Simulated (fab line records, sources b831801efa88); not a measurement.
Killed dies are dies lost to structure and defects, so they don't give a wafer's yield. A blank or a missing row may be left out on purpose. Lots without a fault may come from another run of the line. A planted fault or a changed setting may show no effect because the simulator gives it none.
fab line records | flow sky130
record lots=5 wafers=15 last_day=50
route steps=708 shown FIELD_ISO@7 NWELL@32 DNWELL@35 PWDE@45 PAD_OPEN@708
lots that met no fault: from a run of the same line without faults
start_h: hours from the record's first day to the start of the lot's first wafer shown | wait_h: hours since the lot's step before | " the same as in the row above | L1.1+2: a row that stands for several wafers | - no value, or no start given | * or withheld: withheld | < > ~ a bound
route shown NAME@n: a module of which the file shows steps, and the number in the route of the first | usual: mean/standard deviation of fault-free wafers | same: alike in all rows | chamber/n: place in a boat | sites: the reading at each site | _std_site: their standard deviation | _edge_site: outer sites' mean less inner sites' | radius_mm: how far each site lies from the wafer's centre | mask NAME#n: copy n | behind: the tool/chamber that last shaped the wafer | hold: why the lot was held/for how many hours/how that ended | device: the transistor (n, p or np) that didn't switch | end of line: the same wafers' tests at the end of the route | a step without rows: its recipe alone | killed: dies lost to structure and defects at the first sort, not the wafer's yield | map: a wafer's dies, x killed, . not, _ none there
set.NAME: the setting as run; set.NAME@STEP: as run at that earlier step | model.NAME: the simulator's own value behind a step, which no gauge read
lots at some steps of the route; a table a step, a row a wafer
services: from which hour (start_h, from the record's first day; less than 0 if before it) a tool's chamber was out of use, for how many hours, and why
## steps
# step SKY_FIELD_ISO_HMDS_06
# recipe prime_time_s=60 prime_temp_c=120
# step SKY_FIELD_ISO_COAT_07
# recipe resist=BARC temp_c=withheld time_s=withheld spin_rpm=3000 resist_thk_nm=60
# step SKY_FIELD_ISO_COAT_08
# recipe resist=KrF-thick spin_rpm=3000 resist_thk_nm=450
# step SKY_FIELD_ISO_SOFTBAKE_09
# recipe temp_c=100 time_s=90 resist=KrF-thick
# step SKY_FIELD_ISO_EXPOSE_10
# recipe mask_id=FOM na=0.68 source_shape=annular sigma_inner=0.4 sigma_outer=0.8 target_cd_nm=150 dose_mj=28
# step SKY_FIELD_ISO_PEB_11
# recipe peb_temp_c=withheld peb_time_s=withheld resist=KrF-thick
# step SKY_FIELD_ISO_DEVELOP_12
# recipe develop_time_s=60 resist=KrF-thick dev_temp_c=21
# step SKY_FIELD_ISO_CD_MEAS_13
# recipe target_cd_nm=150
# usual cd_nm=150.3/1.4
# columns lot.wafer tool chamber start_h wait_h cd_nm
L370.2 cd_sem-01 - 35.21 - 151.0
L370.5 " - " " 149.4
L370.6 " - " " 149.8
L376.2 cd_sem-02 - 67.29 - 147.8
L376.4 " - " " 149.1
L376.6 " - " " 148.6
L378.2 cd_sem-01 - 77.16 - 150.6
L378.5 " - " " 152.2
L378.6 " - " " 151.7
L381.2 cd_sem-01 - 89.96 - 150.5
L381.3 " - " " 150.2
L381.4 " - " " 149.2
L388.3 cd_sem-01 - 129.38 - 148.9
L388.4 " - " " 148.0
L388.5 " - " " 148.2
# step SKY_FIELD_ISO_ETCH_14
# recipe chemistry=N2/H2 target=BARC ion_energy_ev=200 source_w=493.9 bias_w=100 pressure_mtorr=30 n2_flow_sccm=100 h2_flow_sccm=200 stop_on=SiO2 time_s=45.9 target_depth_a=600
# usual drypump_motor_current_A=5.7/0.42 h2_flow_sccm=200.0/0.57 oes_product_au=0.855/0.0045 throttle_valve_pct=13.223/0.0092
# columns lot.wafer tool chamber start_h wait_h drypump_motor_current_A h2_flow_sccm oes_product_au rf_hours_counter_h throttle_valve_pct
L370.2 rie_diel-04 2 35.31 0.1 5.5 200.5 0.850 58 13.219
L370.5 " 3 " " 5.5 199.6 0.855 - 13.229
L370.6 " 2 " " 5.5 200.5 0.853 - 13.240
L376.2 rie_diel-02 3 67.39 0.1 6.2 199.1 0.857 3 13.223
L376.4 " 0 " " 6.0 199.5 0.857 5 13.213
L376.6 " 3 " " 6.1 199.9 0.859 - 13.237
L378.2 rie_diel-04 3 77.26 0.1 5.4 200.0 0.859 4 13.240
L378.5 " 3 " " 5.4 199.2 0.858 - 13.214
L378.6 " 2 " " 5.5 200.4 0.853 - 13.205
L381.2 rie_diel-02 2 90.06 0.1 5.7 199.5 0.861 5 13.223
L381.3 " 3 " " 6.2 199.3 0.856 4 13.228
L381.4 " 0 " " 6.0 200.2 0.850 6 13.228
L388.3 rie_diel-04 1 129.48 0.1 5.5 200.4 0.850 - 13.224
L388.4 " 3 " " 5.5 200.2 0.865 - 13.222
L388.5 " 1 " " 5.5 200.0 0.850 - 13.225
# step SKY_FIELD_ISO_ETCH_15
# recipe chemistry=CHF3/O2 target_depth_nm=180 stop_on=Si source_w=600 bias_w=200 pressure_mtorr=40 chf3_flow_sccm=50 O2_flow_sccm=5 time_s=72
# usual chf3_flow_sccm=49.98/0.18 drypump_motor_current_A=5.7/0.41 oes_product_au=0.945/0.007 throttle_valve_pct=8.844/0.0093
# columns lot.wafer tool chamber start_h wait_h chf3_flow_sccm drypump_motor_current_A oes_product_au rf_hours_counter_h throttle_valve_pct
L370.2 rie_diel-04 2 35.35 0.0 49.89 5.4 0.943 58 8.843
L370.5 " 3 " " 50.03 5.4 0.934 - 8.849
L370.6 " 2 " " 49.96 5.4 0.955 - 8.840
L376.2 rie_diel-02 3 67.43 0.0 49.76 6.2 0.937 3 8.853
L376.4 " 0 " " 50.03 6.0 0.943 5 8.846
L376.6 " 3 " " 50.16 6.1 0.934 - 8.839
L378.2 rie_diel-04 3 77.30 0.0 49.99 5.4 0.946 4 8.848
L378.5 " 3 " " 50.01 5.4 0.944 - 8.837
L378.6 " 2 " " 49.85 5.5 0.937 - 8.841
L381.2 rie_diel-02 2 90.10 0.0 50.41 5.7 0.941 5 8.848
L381.3 " 3 " " 49.99 6.1 0.948 4 8.865
L381.4 " 0 " " 49.95 6.0 0.942 6 8.834
L388.3 rie_diel-04 1 129.55 0.0 49.92 5.5 0.951 - 8.832
L388.4 " 3 " " 49.98 5.4 0.948 - 8.860
L388.5 " 1 " " 49.84 5.5 0.949 - 8.846
# step SKY_FIELD_ISO_STRIP_16
# recipe chemistry=O2/N2 power_w=1400 pressure_mtorr=1500 platen_temp_c=withheld o2_flow_sccm=3000 n2_flow_sccm=300 overash_fraction=0.5
# usual drypump_motor_current_A=6.0/0.36 oes_product_au=0.378/0.0053 strip_time_to_endpoint_s=3.55/0.033
# columns lot.wafer tool chamber start_h wait_h drypump_motor_current_A oes_product_au rf_hours_counter_h strip_time_to_endpoint_s
L370.2 plasma_asher-04 0 35.40 0.0 5.7 0.386 20 3.55
L370.5 " 0 " " 5.7 0.387 - 3.57
L370.6 " 1 " " 6.1 0.371 - 3.53
L376.2 plasma_asher-04 0 67.49 0.0 5.8 0.374 23 3.53
L376.4 " 0 " " 5.7 0.370 - 3.51
L376.6 " 1 " " 6.1 0.379 - 3.56
L378.2 plasma_asher-01 0 77.36 0.0 5.8 0.385 41 3.59
L378.5 " 1 " " 6.6 0.379 - 3.55
L378.6 " 0 " " 5.8 0.374 - 3.54
L381.2 plasma_asher-04 1 90.15 0.0 6.1 0.373 26 3.54
L381.3 " 0 " " 5.8 0.373 - 3.56
L381.4 " 1 " " 6.1 0.376 - 3.51
L388.3 plasma_asher-04 1 129.64 0.1 6.1 0.372 - 3.53
L388.4 " 0 " " 5.7 0.383 - 3.55
L388.5 " 0 " " 5.7 0.377 - 3.53
# step SKY_FIELD_ISO_ETCH_17
# recipe target_depth_a=3420 mask_material=Si3N4 chemistry=HBr/Cl2/O2 target=Si taper_deg=5 icp_w=600 bias_w=150 pressure_mtorr=15 HBr_flow_sccm=150 Cl2_flow_sccm=40 O2_flow_sccm=6 time_s=97.7
# usual drypump_motor_current_A=5.7/0.55 oes_product_au=0.995/0.0089 throttle_valve_pct=25.659/0.01
# columns lot.wafer tool chamber start_h wait_h drypump_motor_current_A oes_product_au rf_hours_counter_h throttle_valve_pct
L370.2 rie_si-01 1 35.50 0.1 5.2 0.981 108 25.665
L370.5 " 2 " " 6.2 1.000 - 25.688
L370.6 " 1 " " 5.2 0.982 - 25.655
L376.2 rie_si-02 2 67.59 0.1 5.2 1.002 52 25.645
L376.4 " 0 " " 5.0 0.992 48 25.664
L376.6 " 2 " " 5.2 1.004 - 25.650
L378.2 rie_si-01 3 77.46 0.1 6.4 0.986 9 25.660
L378.5 " 2 " " 6.2 0.997 - 25.656
L378.6 " 3 " " 6.4 0.986 - 25.660
L381.2 rie_si-01 2 90.25 0.1 6.2 0.988 137 25.658
L381.3 " 0 " " 6.0 1.001 0 25.647
L381.4 " 3 " " 6.3 0.998 9 25.674
L388.3 rie_si-01 1 129.71 0.0 5.2 0.998 109 25.655
L388.4 " 0 " " 6.0 1.000 1 25.661
L388.5 " 0 " " 6.0 0.999 - 25.650
# step SKY_FIELD_ISO_WET_ETCH_18
# recipe chemistry=H3PO4 target_depth_nm=25 temp_c=160 target=Si3N4 time_s=276.3
# usual temp_c=160.00/0.14
# columns lot.wafer tool chamber start_h wait_h temp_c
L370.2 wet_bench-01 3 35.58 0.0 159.97
L370.5 " 3 " " 160.16
L370.6 " 3 " " 160.35
L376.2 wet_bench-04 0 67.66 0.0 159.85
L376.4 " 0 " " 159.80
L376.6 " 0 " " 159.97
L378.2 wet_bench-04 3 77.53 0.0 160.11
L378.5 " 3 " " 159.86
L378.6 " 3 " " 160.00
L381.2 wet_bench-04 0 90.33 0.0 160.01
L381.3 " 0 " " 159.97
L381.4 " 0 " " 159.96
L388.3 wet_bench-01 3 129.78 0.0 160.06
L388.4 " 3 " " 160.01
L388.5 " 3 " " 160.09
# step SKY_FIELD_ISO_CLEAN_19
# recipe chemistry=SC1/SC2 mix=1:4:20 temp_c=70 time_s=150
# step SKY_FIELD_ISO_CLEAN_20
# recipe chemistry=dHF time_s=20 dilution=100:1
# step SKY_FIELD_ISO_WET_ETCH_21
# recipe chemistry=dHF dilution=100:1 target_depth_nm=20 dry=ipa_marangoni target=SiO2 temp_c=25 time_s=400
# step SKY_FIELD_ISO_OXIDATION_22
# recipe temp_c=950 ambient=O2 stabilise_s=600 purge_s=300 target_thk_a=100 ox_time_s=623
# step SKY_FIELD_ISO_THK_MEAS_23
# recipe reads=SiO2_of_FIELD_ISO_OXIDATION_22
# usual FIELD_ISO_OXIDATION_01_THK=10.06/0.2
# columns lot.wafer tool chamber start_h wait_h FIELD_ISO_OXIDATION_01_THK[nm]
L370.2 film_metro-01 - 38.20 0.0 9.88
L370.5 " - " " 10.00
L370.6 " - " " 9.84
L376.2 film_metro-01 - 69.22 0.0 10.49
L376.4 " - " " 10.31
L376.6 " - " " 10.40
L378.2 film_metro-02 - 79.21 0.0 9.76
L378.5 " - " " 9.82
L378.6 " - " " 9.81
L381.2 film_metro-02 - 93.18 0.0 10.08
L381.3 " - " " 10.00
L381.4 " - " " 9.90
L388.3 film_metro-04 - 135.20 0.0 10.20
L388.4 " - " " 10.12
L388.5 " - " " 10.25
# step SKY_FIELD_ISO_CVD_24
# recipe material=SiO2 target_thk_nm=595 temp_c=650 sigma_open_frac=0.3 time_s=99.2 sih4_flow_sccm=60 pressure_mtorr=6
# step SKY_FIELD_ISO_THK_MEAS_25
# recipe reads=SiO2_of_FIELD_ISO_CVD_24
# usual FIELD_ISO_CVD_24_THK=596/5.9
# columns lot.wafer tool chamber start_h wait_h FIELD_ISO_CVD_24_THK[nm]
L370.2 film_metro-04 - 38.33 0.0 583
L370.5 " - " " 596
L370.6 " - " " 596
L376.2 film_metro-04 - 69.35 0.0 600
L376.4 " - " " 600
L376.6 " - " " 598
L378.2 film_metro-04 - 79.34 0.0 597
L378.5 " - " " 596
L378.6 " - " " 585
L381.2 film_metro-01 - 93.31 0.0 607
L381.3 " - " " 602
L381.4 " - " " 604
L388.3 film_metro-04 - 135.36 0.1 606
L388.4 " - " " 598
L388.5 " - " " 589
# step SKY_FIELD_ISO_ANNEAL_26
# recipe temp_c=1000 time_s=1800 ambient=N2
# step SKY_FIELD_ISO_CMP_27
# recipe stop_on=Si3N4 t_overpolish_s=16 down_force_psi=4 platen_rpm=60 target_thk_nm=457.8 pad_velocity_m_s=0.94248
# usual edge_zone_pressure_frac=1.000/0.0047 motor_current_A=11.5/0.83 overpolish_run_s=16.000/0.0091 time_to_endpoint_s=111/3.2
# columns lot.wafer tool chamber start_h wait_h edge_zone_pressure_frac motor_current_A overpolish_run_s time_to_endpoint_s
L370.2 cmp-02 1 42.27 0.1 1.009 10.4 15.999 111
L370.5 " 3 " " 1.011 10.2 16.015 115
L370.6 " 0 " " 1.001 11.2 16.004 112
L376.2 cmp-01 2 71.00 0.1 0.998 11.8 16.006 108
L376.4 " 3 " " 1.006 11.5 16.000 107
L376.6 " 0 " " 1.007 11.4 15.996 106
L378.2 cmp-01 1 80.89 0.0 1.000 12.2 15.995 115
L378.5 " 1 " " 0.991 11.9 16.011 111
L378.6 " 2 " " 1.000 11.5 16.011 111
L381.3 cmp-01 0 96.06 0.0 0.995 11.1 16.004 114
L381.2 " 1 " " 1.003 12.6 16.003 111
L381.4 " 3 " " 1.001 11.9 15.993 111
L388.3 cmp-01 2 143.43 0.0 1.002 10.9 16.007 110
L388.4 " 1 " " 0.998 12.3 15.991 109
L388.5 " 2 " " 1.006 10.6 16.003 107
# step SKY_FIELD_ISO_WET_ETCH_28
# recipe chemistry=dHF target_depth_nm=23.7 target=SiO2 dilution=10:1 temp_c=25 time_s=47
# step SKY_FIELD_ISO_WET_ETCH_29
# recipe chemistry=H3PO4 target_depth_nm=160 target=Si3N4 temp_c=160 time_s=1825
# step SKY_FIELD_ISO_WET_ETCH_30
# recipe chemistry=dHF target_depth_nm=25 target=SiO2 dilution=10:1 temp_c=25 time_s=50
# step SKY_NWELL_CLEAN_00
# recipe chemistry=SC1/SC2 mix=1:4:20 temp_c=70 time_s=150 dry=n2_spin
# step SKY_NWELL_OXIDATION_01
# recipe temp_c=900 ambient=O2 stabilise_s=600 purge_s=300 target_thk_a=100 ox_time_s=1418
# step SKY_NWELL_THK_MEAS_02
# recipe reads=SiO2_of_NWELL_OXIDATION_01
# usual NWELL_OXIDATION_THK=10.02/0.18
# columns lot.wafer tool chamber start_h wait_h NWELL_OXIDATION_THK[nm]
L370.2 film_metro-03 - 45.08 0.0 9.96
L370.5 " - " " 9.68
L370.6 " - " " 9.92
L376.2 film_metro-03 - 73.65 0.0 10.04
L376.4 " - " " 10.13
L376.6 " - " " 10.00
L378.2 film_metro-04 - 84.57 0.0 9.79
L378.5 " - " " 9.61
L378.6 " - " " 9.69
L381.2 film_metro-04 - 100.15 0.0 10.02
L381.3 " - " " 10.04
L381.4 " - " " 10.05
L388.3 film_metro-03 - 148.85 0.0 10.13
L388.4 " - " " 10.12
L388.5 " - " " 10.24
# step SKY_DNWELL_DEHYDRATE_00
# recipe temp_c=200 time_s=60
# step SKY_DNWELL_HMDS_01
# recipe prime_time_s=60 prime_temp_c=120
# step SKY_DNWELL_COAT_02
# recipe spin_rpm=2000 resist_thk_nm=3000
# step SKY_DNWELL_SOFTBAKE_03
# recipe temp_c=110 time_s=withheld
# step SKY_DNWELL_EXPOSE_04
# recipe mask_id=DNM na=0.57 target_cd_nm=3000 dose_mj=222
# step SKY_DNWELL_PEB_05
# recipe temp_c=115 time_s=withheld
# step SKY_DNWELL_DEVELOP_06
# recipe wall_angle_deg=90 developer=TMAH develop_time_s=60 dev_temp_c=23
# step SKY_DNWELL_IMPLANT_07
# recipe species=P energy_kev=withheld dose_cm2=withheld tilt_deg=withheld
# step SKY_DNWELL_STRIP_08
# recipe chemistry=O2/N2 power_w=1400 pressure_mtorr=1500 platen_temp_c=withheld o2_flow_sccm=3000 n2_flow_sccm=300 overash_fraction=0.5
# step SKY_DNWELL_TW_MEAS_09
# usual DNWELL_TW=1112/7.5
# columns lot.wafer tool chamber start_h wait_h DNWELL_TW
L370.2 film_metro-01 - 61.23 0.1 1116
L370.5 " - " " 1113
L370.6 " - " " 1109
L376.2 film_metro-01 - 90.75 0.1 1112
L376.4 " - " " 1114
L376.6 " - " " 1111
L378.2 film_metro-03 - 102.55 0.1 1103
L378.5 " - " " 1106
L378.6 " - " " 1109
L381.2 film_metro-01 - 118.20 0.1 1101
L381.3 " - " " 1101
L381.4 " - " " 1106
L388.3 film_metro-01 - 167.86 0.1 1120
L388.4 " - " " 1126
L388.5 " - " " 1119
# step SKY_PWDE_DEHYDRATE_00
# recipe temp_c=200 time_s=60
# step SKY_PWDE_HMDS_01
# recipe prime_time_s=60 prime_temp_c=120
# step SKY_PWDE_COAT_02
# recipe spin_rpm=2000 resist_thk_nm=3000
# step SKY_PWDE_SOFTBAKE_03
# recipe temp_c=110 time_s=withheld
# step SKY_PAD_OPEN_PROBE_99
# usual killed_at_M0_to_M3=43/6.9 killed_at_M4_up=3.1/1.9 killed_at_contacts=24/5.4 killed_at_front_end=14/4.3 killed_at_other=0.3/0.53 killed_dies=84/9.5 killed_open=46/6.8 killed_short=38/6
# same gross_dies=492 killed_at_back_side=0
# columns lot.wafer tool chamber start_h wait_h killed_at_M0_to_M3 killed_at_M4_up killed_at_contacts killed_at_front_end killed_at_other killed_dies killed_open killed_short
L381.2 prober-02 - 1143.81 0.1 41 11 20 70 0 142 42 38
L381.3 prober-02 - 1143.86 0.2 38 1 24 70 0 133 46 29
L381.4 prober-02 - 1143.91 0.2 42 2 17 71 0 132 43 34
# killed by level:class
L381.2 FIELD_ISO:unspecified=61 VIA1:geometric_particle:open=12 METAL4:geometric_particle:short=8 METAL2:geometric_particle:short=7 CONTACT:geometric_particle:open=6 VIA2:geometric_particle:open=6 LI_CONTACT:geometric_particle:open=5 LOCAL_INTERCONNECT:geometric_particle:open=3
L381.3 FIELD_ISO:unspecified=56 CONTACT:geometric_particle:open=12 VIA1:geometric_particle:open=12 CONTACT:geometric_particle:short=7 VIA1:geometric_particle:short=7 VIA3:geometric_particle:open=6 POLY_GATE:geometric_particle:open=4 VIA2:geometric_particle:open=4
L381.4 FIELD_ISO:unspecified=54 VIA1:geometric_particle:open=14 CONTACT:geometric_particle:open=8 FIELD_ISO:geometric_particle:short=5 VIA1:geometric_particle:short=5 METAL2:geometric_particle:short=5 VIA3:geometric_particle:open=5 FIELD_ISO:geometric_particle:open=4
# map L381.2 (x killed, . not)
__________......x..._________
________..x.......x..._______
______.x.x...x.x......x._____
_____....x...x.........x.____
____.xx.x...x.....x......x___
___x.xx................x...__
__..x...........xx.x........_
_..x.x.................x.x...
_...x....x....x.......xx.xx..
_x...........x..x............
_..xx........x.......x..x....
_..x..........x.....xx.......
_x.....x...x...xx..x...x..x.x
_x.xxxx.....x...............x
_..x...x...x.xx.x......x.....
__........xxxxxxx.x.....x.xx_
___.xx...xxxxxxxxxxx.......__
____.....xxxxxxxxxx.......___
_____x....xxxxxxxxxxx...x____
______...x.xxxxxxxx.x..._____
________..xxxxxxxx...._______
__________.xxxxx.x.._________
# map L378.2 (x killed, . not)
__________.x........_________
________.......x..xx.._______
______..x.x............._____
_____x.x...x........x....____
____....x.................___
___.......x................__
__..........x.x..x....x....x_
_x....x..x...xxx.x..x.....x..
_x..xx......x..xx.........x.x
_.x....x.......x....x........
_.x...xx.....................
_............x....xx..x......
_.........x....x.x...........
_..xx...x......xx..xx..xx....
_.xx.........................
__....x.......x...x....x...._
___...x...x.....xx.xx......__
____.x....x...........x.x.___
_____..x.x..........x...x____
______..x..............._____
________.x.......x.xx._______
__________x.x.x.x.x._________
## services
# columns tool chamber start_h hours kind
rie_si-01 2 13.59 6.4 repair
rie_si-01 0 22.60 - clean
rie_si-01 0 22.60 14.2 scheduled_down
rie_si-01 0 22.60 14.2 vent_cycle
rie_diel-02 - 24.67 0.5 repair
rie_diel-04 1 30.33 5.3 repair
cmp-01 - 57.31 3.2 repair
wet_bench-01 - 62.96 1.9 pm
cmp-02 - 64.00 4.0 pm
cmp-02 - 68.00 - consumable_replace:conditioner
cmp-02 - 68.00 - consumable_replace:pad
plasma_asher-01 - 80.70 6.3 repair
cmp-02 - 82.85 0.5 repair
cmp-02 - 85.81 0.9 repair
cmp-02 - 97.75 1.0 repair
rie_diel-02 - 100.20 2.8 pm
rie_diel-04 1 103.29 6.7 repair
rie_diel-04 0 119.15 14.3 repair
plasma_asher-04 - 123.31 2.0 repair
rie_diel-04 2 125.97 5.7 repair
plasma_asher-04 - 129.92 0.5 repair
rie_si-01 2 135.75 - clean
rie_si-01 2 135.75 22.0 scheduled_down
rie_si-01 2 135.75 22.0 vent_cycle
## key
first_sign step=SKY_PAD_OPEN_PROBE_99 reading=killed_at_front_end direction=up sigmas=13 usual=14 struck=70
effect step=SKY_PAD_OPEN_PROBE_99 reading=killed_dies direction=up sigmas=5.5 usual=84 struck=136
met_at SKY_FIELD_ISO_WET_ETCH_18
struck_wafers L381.2,L381.3,L381.4
tester_left_out L381
onset_between 67.66 90.33
also_fits SKY_FIELD_ISO_ETCH_14:rie_diel-02,SKY_FIELD_ISO_ETCH_15:rie_diel-02
fault kind=chamber_particle_source tool=wet_bench-04 chamber=0 onset_h=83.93 steps=SKY_FIELD_ISO_WET_ETCH_18 rate_per_visit_cm2=0.99633 end_h=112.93
# tester_left_out: of these lots the tester's yield and bins aren't shown, on N5 and GAA mostly nor the transistor test; their killed dies are dies lost to structure and defects alone, not to doping, threshold or leakage, so they don't give the yield
